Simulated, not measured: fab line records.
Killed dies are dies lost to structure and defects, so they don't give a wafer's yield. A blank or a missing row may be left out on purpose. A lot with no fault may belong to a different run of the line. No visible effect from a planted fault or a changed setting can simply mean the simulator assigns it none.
fab line records | flow sky130
[record] lots = 6 wafers = 18 last-day = 50
route steps=708 shown LI_CONTACT@371 LOCAL_INTERCONNECT@387 PAD_OPEN@708
lots that met no fault: from a run of the same line without faults
start-h: hours from the record's first day to the start of the lot's first wafer shown | wait-h: how many hours have passed since the lot's step before this one | " same as the row above | L1.1+2: a row that stands for several wafers | - value missing, or start not given | * or withheld: withheld | < > ~ a bound
route shown NAME@n: NAME is a module with steps in the file, n the number in the route of the first one | usual: mean/standard deviation taken from wafers without a fault | same: alike in all rows | chamber/n: place in a boat | sites: readings site by site | _std_site: standard deviation across them | _edge_site: the outer-site mean with the inner-site mean subtracted | radius-mm: how far each site lies from the wafer's centre | mask NAME#n: copy n | behind: tool/chamber where the wafer was last shaped | hold: cause of the lot's hold/its duration in hours/its outcome | device: transistor that didn't switch, given as n, p or np | end of line: tests of these same wafers at the route's end | for a step that has no rows: nothing shown but its recipe | killed: dies that structure and defects cost at the first sort, which is not the same as the wafer's yield | map: the dies of a wafer, with x for killed, . for not killed, _ for no die there
set.NAME: the setting that was run; set.NAME@STEP: the one run at that earlier step | model.NAME: the simulator's own value behind a step, which no gauge read
a table for each step, a row for each wafer; lots at some steps of the route
services: the hour from which a tool's chamber was out of use, counted from the record's first day as start-h (under 0 if before that day), plus the number of hours and why
[[steps]]
[step SKY_LI_CONTACT_EXPOSE_09]
[recipe] mask-id = LICM1 na = 0.8 source-shape = annular sigma-inner = 0.55 sigma-outer = 0.85 target-cd-nm = 170 dose-mj = 38
[step SKY_LI_CONTACT_PEB_10]
[recipe] peb-temp-c = withheld peb-time-s = withheld resist = KrF-thick
[step SKY_LI_CONTACT_DEVELOP_11]
[recipe] develop-time-s = 60 resist = KrF-thick dev-temp-c = 21
[step SKY_LI_CONTACT_CD_MEAS_12]
[recipe] target-cd-nm = 170
[usual] cd-nm = 169.7/1.4
// columns lot.wafer tool chamber start-h wait-h cd-nm
L524.3 cd-sem-01 - 682.11 - 171.2
L524.4 " - " " 171.4
L524.6 " - " " 171.1
L526.1 cd-sem-01 - 726.11 - 169.8
L526.3 " - " " 170.0
L526.4 " - " " 169.3
L534.2 cd-sem-01 - 766.25 - 169.1
L534.3 " - " " 171.1
L534.5 " - " " 169.8
L535.1 cd-sem-01 - 775.93 - 171.5
L535.3 " - " " 170.4
L535.4 " - " " 170.3
L536.2 cd-sem-02 - 781.35 - 171.5
L536.4 " - " " 170.0
L536.6 " - " " 171.3
L542.2 cd-sem-02 - 843.10 - 170.2
L542.3 " - " " 168.5
L542.4 " - " " 169.4
[step SKY_LI_CONTACT_OVL_MEAS_13]
[usual] LI_CONTACT_OVL = -5/6.1
// columns lot.wafer tool chamber start-h wait-h LI_CONTACT_OVL[nm]
L524.3 overlay-01 - 682.21 0.1 -8
L524.4 " - " " -14
L524.6 " - " " -7
L526.1 overlay-02 - 726.23 0.1 -9
L526.3 " - " " -11
L526.4 " - " " -5
L534.2 overlay-02 - 766.36 0.1 -2
L534.3 " - " " -1
L534.5 " - " " 2
L535.1 overlay-02 - 776.05 0.1 -11
L535.3 " - " " -3
L535.4 " - " " -12
L536.2 overlay-02 - 781.45 0.1 -8
L536.4 " - " " -8
L536.6 " - " " -11
L542.2 overlay-02 - 843.21 0.1 8
L542.3 " - " " 1
L542.4 " - " " 3
[step SKY_LI_CONTACT_ETCH_14]
[recipe] chemistry = N2/H2 target = BARC ion-energy-ev = 200 source-w = 500 bias-w = 100 pressure-mtorr = 30 n2-flow-sccm = 100 h2-flow-sccm = 200 stop-on = SiO2 time-s = 45.9 target-depth-a = 600
[usual] drypump-motor-current-A = 5.9/0.48 n2-flow-sccm = 100.1/0.3 oes-product-au = 0.855/0.0044 throttle-valve-pct = 13.226/0.0093
// columns lot.wafer tool chamber start-h wait-h drypump-motor-current-A n2-flow-sccm oes-product-au rf-hours-counter-h throttle-valve-pct
L524.3 rie-diel-02 1 682.23 0.0 5.6 99.9 0.860 6 13.220
L524.4 " 1 " " 5.6 100.3 0.858 - 13.212
L524.6 " 3 " " 5.7 100.4 0.854 - 13.232
L526.1 rie-diel-02 3 726.27 0.0 5.7 99.8 0.855 5 13.224
L526.3 " 2 " " 6.2 100.2 0.851 8 13.226
L526.4 " 0 " " 6.3 100.0 0.853 15 13.233
L534.2 rie-diel-01 3 766.39 0.0 6.0 100.1 0.846 31 13.228
L534.3 " 1 " " 6.1 100.1 0.859 5 13.235
L534.5 " 2 " " 5.0 100.1 0.849 - 13.215
L535.1 rie-diel-02 2 776.09 0.0 6.3 100.6 0.855 10 13.226
L535.3 " 1 " " 5.6 100.0 0.862 8 13.222
L535.4 " 0 " " 6.3 100.0 0.857 16 13.245
L536.2 rie-diel-01 0 781.48 0.0 4.8 99.9 0.846 18 13.223
L536.4 " 1 " " 6.1 100.1 0.851 5 13.250
L536.6 " 2 " " 5.0 100.4 0.855 - 13.213
L542.2 rie-diel-02 0 843.24 0.0 6.3 100.4 0.855 18 13.218
L542.3 " 1 " " 5.6 100.0 0.850 9 13.229
L542.4 " 2 " " 6.3 100.2 0.852 11 13.231
[step SKY_LI_CONTACT_ETCH_15]
[recipe] target = PSG chemistry = C4F8/O2/Ar stop-on = Si taper-deg = 4.15 mask-material = KrF-thick source-w = 1500 bias-w = 1200 pressure-mtorr = 40 c4f8-flow-sccm = withheld O2_flow_sccm = 6 Ar_flow_sccm = 300 time-s = withheld target-depth-a = 6000
[usual] oes-product-au = 0.837/0.0045
// columns lot.wafer tool chamber start-h wait-h oes-product-au
L524.3 rie-diel-02 1 682.27 0.0 0.828
L524.4 " 1 " " 0.834
L524.6 " 3 " " 0.830
L526.1 rie-diel-02 3 726.31 0.0 0.831
L526.3 " 2 " " 0.842
L526.4 " 0 " " 0.840
L534.2 rie-diel-01 3 766.43 0.0 0.836
L534.3 " 1 " " 0.832
L534.5 " 2 " " 0.834
L535.1 rie-diel-02 2 776.13 0.0 0.836
L535.3 " 1 " " 0.841
L535.4 " 0 " " 0.836
L536.2 rie-diel-01 0 781.52 0.0 0.832
L536.4 " 1 " " 0.841
L536.6 " 2 " " 0.835
L542.2 rie-diel-02 0 843.28 0.0 0.841
L542.3 " 1 " " 0.840
L542.4 " 2 " " 0.833
[step SKY_LI_CONTACT_STRIP_16]
[recipe] chemistry = O2/N2 power-w = 1400 pressure-mtorr = 1500 platen-temp-c = withheld o2-flow-sccm = 3000 n2-flow-sccm = 300 overash-fraction = 0.5
[usual] drypump-motor-current-A = 5.3/0.45 n2-flow-sccm = 299.9/0.99 oes-product-au = 0.375/0.0046 strip-time-to-endpoint-s = 3.486/0.029
// columns lot.wafer tool chamber start-h wait-h drypump-motor-current-A n2-flow-sccm oes-product-au rf-hours-counter-h strip-time-to-endpoint-s
L524.3 plasma-asher-01 0 682.39 - 4.8 301.2 0.377 - 3.536
L524.4 " 1 " " 5.3 299.3 0.377 - 3.559
L524.6 " 1 " " 5.3 301.3 0.382 - 3.502
L526.1 plasma-asher-01 0 726.40 - 4.8 300.9 0.367 30 3.461
L526.3 " 0 " " 4.8 301.3 0.379 - 3.494
L526.4 " 1 " " 5.3 300.5 0.372 - 3.456
L534.2 plasma-asher-01 1 766.52 - 5.3 298.5 0.373 34 3.509
L534.3 " 0 " " 4.8 301.0 0.372 - 3.497
L534.5 " 0 " " 4.8 300.0 0.373 - 3.465
L535.1 plasma-asher-02 1 776.22 - 5.6 299.1 0.367 66 3.503
L535.3 " 0 " " 4.9 300.0 0.379 - 3.525
L535.4 " 1 " " 5.6 299.7 0.375 - 3.408
L536.2 plasma-asher-04 0 781.61 - 6.1 300.7 0.372 4 3.464
L536.4 " 1 " " 6.0 299.6 0.374 - 3.466
L536.6 " 0 " " 6.0 299.7 0.378 - 3.441
L542.2 plasma-asher-04 1 843.37 - 6.0 299.2 0.380 10 3.438
L542.3 " 0 " " 6.0 298.9 0.372 - 3.524
L542.4 " 1 " " 6.0 298.5 0.374 - 3.526
[step SKY_LI_CONTACT_CLEAN_17]
[recipe] chemistry = NMP time-s = 600 temp-c = 60 dry = n2-spin
[step SKY_LI_CONTACT_PRE_CLEAN_18]
[recipe] gas = Ar time-s = 5.6 bias-v = 358
[step SKY_LI_CONTACT_SPUTTER_19]
[recipe] material = Ti target-thk-nm = 20 chamber-pressure-pa = 5 power-w = 2500 substrate-temp-c = 200 time-s = 106.37
[step SKY_LI_CONTACT_SPUTTER_20]
[recipe] material = TiN target-thk-nm = 20 chamber-pressure-pa = 5 power-w = 4000 time-s = 80
[usual] throttle-valve-pct = 29.6/0.71
// columns lot.wafer tool chamber start-h wait-h throttle-valve-pct
L524.3 pvd-sputter-01 - 682.90 0.0 28.7
L524.4 " - " " 29.4
L524.6 " - " " 29.3
L526.1 pvd-sputter-03 - 726.77 0.0 29.1
L526.3 " - " " 29.9
L526.4 " - " " 28.2
L534.2 pvd-sputter-03 - 766.89 0.0 29.9
L534.3 " - " " 29.8
L534.5 " - " " 29.0
L535.1 pvd-sputter-01 - 776.60 0.0 29.9
L535.3 " - " " 29.7
L535.4 " - " " 30.8
L536.2 pvd-sputter-04 - 782.01 0.0 29.7
L536.4 " - " " 28.8
L536.6 " - " " 29.7
L542.2 pvd-sputter-01 - 843.74 0.0 30.5
L542.3 " - " " 29.5
L542.4 " - " " 29.9
[step SKY_LI_CONTACT_CVD_21]
[recipe] material = W target-thk-nm = 400 time-s = 120.56 temp-c = 400 pressure-torr = 40
[usual] heater-power-w = 884/110 susceptor-temp-C = 400.01/0.22
// columns lot.wafer tool chamber start-h wait-h heater-power-w since-wet-clean-h susceptor-temp-C model.W_of_LI_CONTACT_CVD_21.thk-nm
L524.3 cvd-w-02 1 683.05 0.1 988 - 399.96 407.5
L524.4 " 1 " " 994 - 399.93 401
L524.6 " 1 " " 993 - 399.85 402.1
L526.1 cvd-w-01 0 726.83 0.0 736 323 400.19 396.8
L526.3 " 0 " " 730 - 400.01 402.3
L526.4 " 1 " " 816 - 400.10 402.4
L534.2 cvd-w-02 1 766.95 0.0 1042 863 407.39 449.2
L534.3 " 1 " " 1048 - 407.31 447.9
L534.5 " 1 " " 1041 - 407.15 445.5
L535.1 cvd-w-01 0 776.67 0.0 743 373 399.92 402.6
L535.3 " 1 " " 830 - 400.01 404.1
L535.4 " 0 " " 743 - 400.11 402.2
L536.2 cvd-w-02 0 782.07 0.0 975 878 406.89 454.9
L536.4 " 1 " " 1060 - 407.41 456.7
L536.6 " 0 " " 955 - 406.95 453.9
L542.2 cvd-w-02 1 843.80 0.0 1002 940 399.76 400.6
L542.3 " 1 " " 1008 - 399.83 400.5
L542.4 " 0 " " 953 - 400.26 404.1
[step SKY_LI_CONTACT_RS_MEAS_22]
[recipe] thk-meas-gauge = four-point-probe reads = W_of_LI_CONTACT_CVD_21+TiN_of_LI_CONTACT_SPUTTER_20+Ti_of_LI_CONTACT_SPUTTER_19
[usual] LI_CONTACT_W_RS = 0.2848/0.0026
// columns lot.wafer tool chamber start-h wait-h LI_CONTACT_W_RS[ohm/sq]
L524.3 film-metro-02 - 683.26 0.2 0.2795
L524.4 " - " " 0.2841
L524.6 " - " " 0.2833
L526.1 film-metro-02 - 726.95 0.1 0.2870
L526.3 " - " " 0.2834
L526.4 " - " " 0.2832
L534.2 film-metro-03 - 767.09 0.1 0.2536
L534.3 " - " " 0.2545
L534.5 " - " " 0.2553
L535.1 film-metro-02 - 776.79 0.1 0.2827
L535.3 " - " " 0.2818
L535.4 " - " " 0.2837
L536.2 film-metro-03 - 782.22 0.1 0.2507
L536.4 " - " " 0.2497
L536.6 " - " " 0.2506
L542.2 film-metro-03 - 843.95 0.1 0.2845
L542.3 " - " " 0.2843
L542.4 " - " " 0.2825
[step SKY_LI_CONTACT_THK_MEAS_23]
[recipe] thk-meas-gauge = xrf reads = W_of_LI_CONTACT_CVD_21
[usual] LI_CONTACT_W_THK = 413/7.4
// columns lot.wafer tool chamber start-h wait-h LI_CONTACT_W_THK[nm]
L524.3 film-metro-02 - 683.36 0.1 420
L524.4 " - " " 414
L524.6 " - " " 418
L526.1 film-metro-02 - 727.07 0.1 411
L526.3 " - " " 416
L526.4 " - " " 419
L534.2 film-metro-03 - 767.20 0.1 472
L534.3 " - " " 467
L534.5 " - " " 467
L535.1 film-metro-02 - 776.91 0.1 417
L535.3 " - " " 419
L535.4 " - " " 417
L536.2 film-metro-03 - 782.33 0.1 472
L536.4 " - " " 483
L536.6 " - " " 475
L542.2 film-metro-03 - 844.06 0.1 416
L542.3 " - " " 418
L542.4 " - " " 422
[step SKY_LI_CONTACT_CMP_24]
[recipe] stop-on = PSG t-overpolish-s = 20 down-force-psi = 3.5 platen-rpm = 60 target-thk-nm = 0 pad-velocity-m-s = 0.94248
[usual] motor-current-A = 10.5/0.84 time-to-endpoint-s = 97.7/2.7
// columns lot.wafer tool chamber start-h wait-h motor-current-A time-to-endpoint-s
L524.4 cmp-02 2 683.40 0.0 11.2 99.5
L524.3 " 1 " " 9.8 97.6
L524.6 " 2 " " 11.2 101.5
L526.3 cmp-02 0 727.18 0.1 11.3 99.2
L526.1 " 1 " " 9.5 99.3
L526.4 " 2 " " 11.2 100.3
L534.3 cmp-02 1 767.25 0.0 9.1 110.1
L534.2 " 0 " " 11.1 110.8
L534.5 " 2 " " 10.7 111.6
L535.1 cmp-02 0 777.02 0.1 11.7 96.4
L535.3 " 1 " " 10.1 98.8
L535.4 " 2 " " 11.8 100.5
L536.2 cmp-02 0 782.38 0.0 11.1 112.6
L536.4 " 2 " " 10.9 115.7
L536.6 " 1 " " 9.9 112.0
L542.2 cmp-01 2 844.11 0.0 10.6 100.8
L542.4 " 3 " " 10.1 100.2
L542.3 " 0 " " 11.4 99.8
[step SKY_LOCAL_INTERCONNECT_SPUTTER_00]
[recipe] material = TiN target-thk-nm = 100 temp-c = 300 power-w = 6500 time-s = 83.3 chamber-pressure-pa = 0.4
[usual] throttle-valve-pct = 29.9/1
// columns lot.wafer tool chamber start-h wait-h throttle-valve-pct
L524.3 pvd-sputter-04 - 683.70 0.1 29.7
L524.4 " - " " 29.4
L524.6 " - " " 30.8
L526.1 pvd-sputter-04 - 727.43 0.1 28.8
L526.3 " - " " 29.6
L526.4 " - " " 28.9
L534.2 pvd-sputter-02 - 767.55 0.1 30.0
L534.3 " - " " 32.3
L534.5 " - " " 30.2
L535.1 pvd-sputter-02 - 777.27 0.2 30.1
L535.3 " - " " 29.8
L535.4 " - " " 32.0
L536.2 pvd-sputter-04 - 782.68 0.2 29.3
L536.4 " - " " 29.0
L536.6 " - " " 30.8
L542.2 pvd-sputter-02 - 844.41 0.2 30.4
L542.3 " - " " 32.4
L542.4 " - " " 29.6
[step SKY_PAD_OPEN_PROBE_99]
[usual] killed_at_M0_to_M3 = 44/7 killed_at_M4_up = 3.0/1.9 killed-at-contacts = 24/5.4 killed-at-front-end = 15/4.6 killed-at-other = 0.3/0.5 killed-dies = 87/10 killed-open = 47/7 killed-short = 40/6.2
[same] gross-dies = 492 killed-at-back-side = 0
// columns lot.wafer tool chamber start-h wait-h killed_at_M0_to_M3 killed_at_M4_up killed-at-contacts killed-at-front-end killed-at-other killed-dies killed-open killed-short
L526.1 prober-02 - 1109.01 0.1 45 1 13 13 0 72 34 38
L526.3 prober-02 - 1109.11 0.2 42 5 22 13 0 82 44 38
L526.4 prober-02 - 1109.16 0.2 44 1 26 8 0 79 41 38
L534.2 prober-02 - 1140.70 0.1 37 3 25 19 0 84 47 37
L534.3 prober-02 - 1140.75 0.2 48 4 26 26 0 104 62 42
L534.5 prober-02 - 1140.85 0.2 48 4 19 29 0 100 50 50
// killed by level:class
L526.1 VIA1:geometric-particle:short=10 VIA1:geometric-particle:open=9 METAL1:geometric-particle:short=7 CONTACT:geometric-particle:open=5 VIA2:geometric-particle:open=5 VIA3:geometric-particle:short=5 FIELD_ISO:geometric-particle:open=4 FIELD_ISO:geometric-particle:short=4
L526.3 VIA1:geometric-particle:open=14 CONTACT:geometric-particle:open=8 METAL1:geometric-particle:short=7 FIELD_ISO:geometric-particle:short=5 LOCAL_INTERCONNECT:geometric-particle:short=5 VIA2:geometric-particle:open=5 LI_CONTACT:geometric-particle:open=4 CONTACT:geometric-particle:short=3
L526.4 VIA1:geometric-particle:open=10 CONTACT:geometric-particle:open=9 LI_CONTACT:geometric-particle:open=8 METAL3:geometric-particle:short=7 METAL1:geometric-particle:short=6 METAL2:geometric-particle:short=5 LOCAL_INTERCONNECT:geometric-particle:short=4 LI_CONTACT:geometric-particle:short=3
L534.2 CONTACT:geometric-particle:open=9 VIA1:geometric-particle:open=8 CONTACT:geometric-particle:short=6 VIA2:geometric-particle:open=6 VIA3:geometric-particle:open=5 FIELD_ISO:geometric-particle:short=4 POLY_GATE:geometric-particle:short=4 SPACER:geometric-particle:open=4
L534.3 VIA1:geometric-particle:open=12 VIA2:geometric-particle:open=9 LI_CONTACT:geometric-particle:open=8 CONTACT:geometric-particle:open=8 POLY_GATE:geometric-particle:open=6 POLY_GATE:geometric-particle:short=6 FIELD_ISO:geometric-particle:open=5 CONTACT:geometric-particle:short=5
L534.5 VIA1:geometric-particle:open=10 CONTACT:geometric-particle:open=8 FIELD_ISO:geometric-particle:short=7 VIA3:geometric-particle:open=7 POLY_GATE:geometric-particle:open=6 VIA1:geometric-particle:short=6 VIA2:geometric-particle:short=6 FIELD_ISO:geometric-particle:open=5
[[services]]
// columns tool chamber start-h hours kind
pvd-sputter-04 - 658.45 0.5 repair
cmp-01 - 664.27 8.9 pm
pvd-sputter-03 - 668.08 0.8 repair
pvd-sputter-01 - 668.52 1.2 repair
pvd-sputter-01 - 672.52 2.3 repair
cvd-w-02 0 677.18 14.5 repair
rie-diel-02 2 678.01 7.1 repair
rie-diel-01 0 680.37 35.0 repair
pvd-sputter-01 - 680.54 0.5 repair
cmp-01 - 691.85 1.2 repair
pvd-sputter-03 - 708.01 8.3 repair
cvd-w-01 1 723.32 1.3 repair
plasma-asher-04 - 733.75 9.0 pm
cmp-01 - 744.00 4.0 pm
rie-diel-02 - 745.81 1.6 repair
cvd-w-02 - 763.15 1.0 repair
cvd-w-01 - 767.40 6.0 pm
cvd-w-02 - 768.61 1.1 repair
rie-diel-02 3 787.06 5.5 repair
cvd-w-02 0 796.97 12.4 repair
cvd-w-01 - 819.98 6.9 pm
cvd-w-02 - 827.54 2.8 pm
pvd-sputter-02 - 828.11 2.0 repair
rie-diel-01 - 837.49 0.2 repair
[[key]]
[first-sign] step = SKY_LI_CONTACT_CVD_21 reading = susceptor-temp-C direction = up sigmas = 32 usual = * struck = *
[effect] step = SKY_LI_CONTACT_RS_MEAS_22 reading = LI_CONTACT_W_RS direction = down sigmas = 12 usual = 0.2848 struck = 0.2524
[effect] step = SKY_LI_CONTACT_THK_MEAS_23 reading = LI_CONTACT_W_THK direction = up sigmas = 8.1 usual = 413 struck = 473
[effect] step = SKY_LI_CONTACT_CMP_24 reading = time-to-endpoint-s direction = up sigmas = 5.4 usual = * struck = *
[model-effect] step = SKY_LI_CONTACT_CVD_21 value = W_of_LI_CONTACT_CVD_21.thk-nm without = 397.4 struck = 451.3
met-at SKY_LI_CONTACT_CVD_21
struck-wafers L534.2,L534.3,L534.5,L536.2,L536.4,L536.6
tester-left-out L534,L536
onset-between 683.05 766.95
[fault] kind = process-parameter-drift tool = cvd-w-02 chamber = - onset-h = 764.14 steps = SKY_LI_CONTACT_CVD_21 channel = temp-c offset = * shape = step end-h = 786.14 acts-in = * stated = *
// tester-left-out: of these lots the tester's yield and bins aren't shown, on N5 and GAA mostly nor the transistor test; their killed dies are dies lost to structure and defects alone, not to doping, threshold or leakage, so they don't give the yield
